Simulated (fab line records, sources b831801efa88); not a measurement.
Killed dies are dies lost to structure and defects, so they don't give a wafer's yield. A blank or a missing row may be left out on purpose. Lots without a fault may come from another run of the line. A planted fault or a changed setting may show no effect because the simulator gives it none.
One fault seen from 2 desks | flow gf180mcu | each desk has only its own numbers; what lay behind them comes last

THE TOOL OWNER'S DESK: pvd_sputter-03
The tool's own readings at GF_MIM_SPUTTER_09 (material TiN, target thk 35 nm, time 29.2 s): means of the sampled wafers that have a number, for each lot that ran on this tool. A lot is out of limits, marked OUT, if its mean lies more than 4 standard deviations from the usual mean; the brackets give that distance.
Columns: A = cathode_dc_power_W at GF_MIM_SPUTTER_09, usual 6499.9 W; B = throttle_valve_pct at GF_MIM_SPUTTER_09, usual 29.9 %
lot  | first seen here | A      | B
L981 | day 27 03:31    | 6499.8 | 29.3
L992 | day 30 12:27    | 6501.3 | 29.7
L993 | day 30 18:58    | 6499.2 | 29.7
This desk's finding: nothing out of limits on any of the 3 lots.

THE METROLOGY DESK
What the gauges read, lot by lot, whatever tool the lot ran on: means of the sampled wafers that have a number. A lot is out of limits, marked OUT, if its mean lies more than 4 standard deviations from the usual mean; the brackets give that distance.
Columns: A = V4_W_RS at GF_V4_RS_MEAS_24, usual 0.332 ohm/sq; B = V4_W_THK at GF_V4_THK_MEAS_25, usual 344 nm; C = MIM_CVD_05_THK at GF_MIM_THK_MEAS_06, usual 42.1 nm; D = MIM_ALCU_RS at GF_MIM_RS_MEAS_10, usual 0.1578 ohm/sq; E = MIM_ALCU_THK at GF_MIM_THK_MEAS_11, usual 206.2 nm; F = cd_nm at GF_M5_CD_MEAS_07, usual 279.8 nm; G = M5_OVL at GF_M5_OVL_MEAS_08, usual 0 nm
lot  | first seen here | A     | B   | C    | D      | E     | F     | G
L977 | day 25 23:42    | 0.328 | 344 | 41.8 | 0.1580 | 205.7 | 281.4 | 2
L981 | day 27 02:40    | 0.331 | 344 | 42.1 | 0.1589 | 205.4 | 278.1 | 3
L983 | day 27 20:14    | 0.335 | 342 | 41.5 | 0.1588 | 205.6 | 281.6 | -4
L992 | day 30 11:37    | 0.331 | 343 | 41.5 | 0.1567 | 207.9 | 281.6 | 9
L993 | day 30 18:07    | 0.332 | 345 | 42.7 | 0.1579 | 205.1 | 279.0 | -0
L996 | day 31 06:26    | 0.334 | 342 | 42.2 | 0.1561 | 206.8 | 279.4 | -2
This desk's finding: nothing out of limits on any of the 6 lots.

PUT TOGETHER
The tool owner's desk saw nothing out of limits.
The metrology desk saw nothing out of limits.

WHAT THE SIMULATOR HAD PUT IN
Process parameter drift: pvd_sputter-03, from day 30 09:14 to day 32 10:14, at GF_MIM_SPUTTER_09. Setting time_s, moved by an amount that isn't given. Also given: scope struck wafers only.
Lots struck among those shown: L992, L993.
